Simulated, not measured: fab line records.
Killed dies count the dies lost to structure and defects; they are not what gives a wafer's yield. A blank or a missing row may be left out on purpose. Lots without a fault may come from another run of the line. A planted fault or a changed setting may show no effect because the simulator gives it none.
A lot that was struck, set against a sound lot || flow gf180mcu || 14 out of 602 route steps
Sound: the wafers L434.1, L434.4, L434.6. Struck: wafers L446.1, L446.3, L446.4. The cause is given at the end.
Per side, at each step with rows, come the tool, then ch with its chambers, and then its first start. Under that, the readings that differ: sound wafers || struck wafers || difference of the means || sigmas: that difference in standard deviations of wafers without a fault.
alike: a reading whose means differ by less than 2 such deviations, as well as words and numbers matching on both sides. not compared: withheld readings; readings where some wafer has no value; bounds like >300 that might hide an equal value; numbers whose values overlap and for which the record gives no deviation.
A row with sigmas, a row that says differs or no value, or rows on one side alone: a step with any of these is where the two part. Numbers that have no deviation but don't overlap get no sigmas and don't part them. Lack of a reading on every wafer of one side parts them only where that side has two or more wafers.

GF_V1_THK_MEAS_01:
  sound on film metro-03 at day 17 11:29; struck on film metro-02 at day 21 09:56
  alike: V1_CVD_00_THK
GF_V1_CVD_02: deposits SiO2 from TEOS, target thk 850 nm, time 94.851 s.
  sound on pecvd-03 ch 1,2, day 17 11:32; struck on pecvd-02 ch 1,2, day 21 10:00
  alike: heater power w
GF_V1_THK_MEAS_03:
  sound on film metro-02 at day 17 11:37; struck on film metro-02 at day 21 10:04
  alike: V1_CVD_02_THK
GF_V1_CMP_04: polishes SiO2.
  sound on cmp-01 ch 1,2,3, day 17 11:43; struck on cmp-01 ch 0,1,2, day 21 10:25
  alike: motor current A, time to endpoint s
GF_V1_BOW_MEAS_05:
  sound on film metro-01 at day 17 11:58; struck on film metro-02 at day 21 10:40
  alike: V1_BOW
then, 7 steps without rows for these wafers: GF_V1_DEHYDRATE_06 (time 60 s); GF_V1_HMDS_07 (prime time 60 s); GF_V1_COAT_08; GF_V1_COAT_09 (resist thk 1000 nm); GF_V1_SOFTBAKE_10 (time 58.15 s); GF_V1_EXPOSE_11 (exposes mask Via1, target cd 260 nm); GF_V1_PEB_12 (peb time 90 s).
GF_V1_DEVELOP_13: develop time 60 s.
  struck on litho track-02, day 22 10:14; sound on litho track-02 ch 0, day 18 12:05
  no value came back on the struck wafers for chill plate temp C (C), develop time s (s); on the sound wafers chill plate temp C (C) reads 23.07 23.10 23.12
{"reading": "model.KrF_of_V1_COAT_09.thk nm (nm)", "sound": "987.9 984.2 984.3", "struck": "1001 1000 1003", "difference": "+16", "sigmas": ""}
GF_V1_CD_MEAS_14: the cd target is 260 nm.
  sound on cd sem-01 at day 18 12:14; struck on cd sem-02 at day 22 10:23
{"reading": "cd nm (nm)", "sound": "260.7 261.6 262.0", "struck": "- - -", "difference": "no value on the struck wafers", "sigmas": ""}

WHERE THEY PART
Earliest at GF_V1_DEVELOP_13; latest, in this record, at GF_V1_CD_MEAS_14.

WHY: what the simulator had put in
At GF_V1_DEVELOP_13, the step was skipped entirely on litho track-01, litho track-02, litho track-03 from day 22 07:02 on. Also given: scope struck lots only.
